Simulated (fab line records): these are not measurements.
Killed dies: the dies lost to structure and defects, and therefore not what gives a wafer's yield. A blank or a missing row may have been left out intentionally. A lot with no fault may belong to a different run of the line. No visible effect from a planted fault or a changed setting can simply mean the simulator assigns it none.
Which tool is to blame? || flow sky130 || 6 lots, 17 wafers sampled, at 3 steps of a route of 708

WHAT THE GAUGES READ, wafer by wafer
SKY_METAL1_THK_MEAS_06: measures by xrf.
{"lot": "L240", "measured": "day 33 12:25", "on": "film_metro-02", "METAL1_ALCU_THK (nm)": "252.8 251.3 253.2"}
{"lot": "L241", "measured": "day 33 13:20", "on": "film_metro-02", "METAL1_ALCU_THK (nm)": "248.7 247.6 248.0"}
{"lot": "L244", "measured": "day 34 01:14", "on": "film_metro-01", "METAL1_ALCU_THK (nm)": "251.9 251.0 248.4"}
{"lot": "L253", "measured": "day 36 20:43", "on": "film_metro-01", "METAL1_ALCU_THK (nm)": "259.8 249.4"}
{"lot": "L256", "measured": "day 38 08:10", "on": "film_metro-01", "METAL1_ALCU_THK (nm)": "249.4 251.6 251.8"}
{"lot": "L259", "measured": "day 38 17:43", "on": "film_metro-03", "METAL1_ALCU_THK (nm)": "251.8 250.7 248.2"}

WHAT TOOL EACH LOT RAN ON (gives the tool, then ch and the chambers of the sampled wafers, and finally the start)
{"lot": "L240", "SKY_LI_CONTACT_CVD_21": "cvd_w-01 ch 0,1, day 31 01:55", "SKY_METAL1_SPUTTER_04": "pvd_sputter-02, day 33 12:14"}
{"lot": "L241", "SKY_LI_CONTACT_CVD_21": "cvd_w-02 ch 0,1, day 31 02:55", "SKY_METAL1_SPUTTER_04": "pvd_sputter-01, day 33 13:09"}
{"lot": "L244", "SKY_LI_CONTACT_CVD_21": "cvd_w-01 ch 0,1, day 31 15:29", "SKY_METAL1_SPUTTER_04": "pvd_sputter-02, day 34 01:04"}
{"lot": "L253", "SKY_LI_CONTACT_CVD_21": "cvd_w-02 ch 0,1, day 34 11:42", "SKY_METAL1_SPUTTER_04": "pvd_sputter-02, day 36 20:32"}
{"lot": "L256", "SKY_LI_CONTACT_CVD_21": "cvd_w-02 ch 0,1, day 36 00:30", "SKY_METAL1_SPUTTER_04": "pvd_sputter-01, day 38 07:59"}
{"lot": "L259", "SKY_LI_CONTACT_CVD_21": "cvd_w-01 ch 0, day 36 10:57", "SKY_METAL1_SPUTTER_04": "pvd_sputter-04, day 38 17:32"}
- SKY_LI_CONTACT_CVD_21: deposits W, target thk 400 nm, time 120.56 s.
- SKY_METAL1_SPUTTER_04: material TiN, target thk 70 nm, time 58.3 s.

THE ANSWER, worked out from the rows above alone
Rule: the lots themselves supply what counts as usual. Put in order of their means at a reading, lots are off if they are a third of the lots or fewer, leave a main group of 4 or more, and stand apart from it by a gap of 3 or more times the standard deviation of the main group's means; of several such gaps the widest counts. Not used: any main group whose means are identical at the precision the tables above print for the reading. A lot without any number at a reading at which 4 lots or more have one is off too. All remaining lots with rows at the step are treated as sound.
No lot is off at any reading shown: from this, nothing can be told.

WHAT HAD BEEN PUT IN BY THE SIMULATOR
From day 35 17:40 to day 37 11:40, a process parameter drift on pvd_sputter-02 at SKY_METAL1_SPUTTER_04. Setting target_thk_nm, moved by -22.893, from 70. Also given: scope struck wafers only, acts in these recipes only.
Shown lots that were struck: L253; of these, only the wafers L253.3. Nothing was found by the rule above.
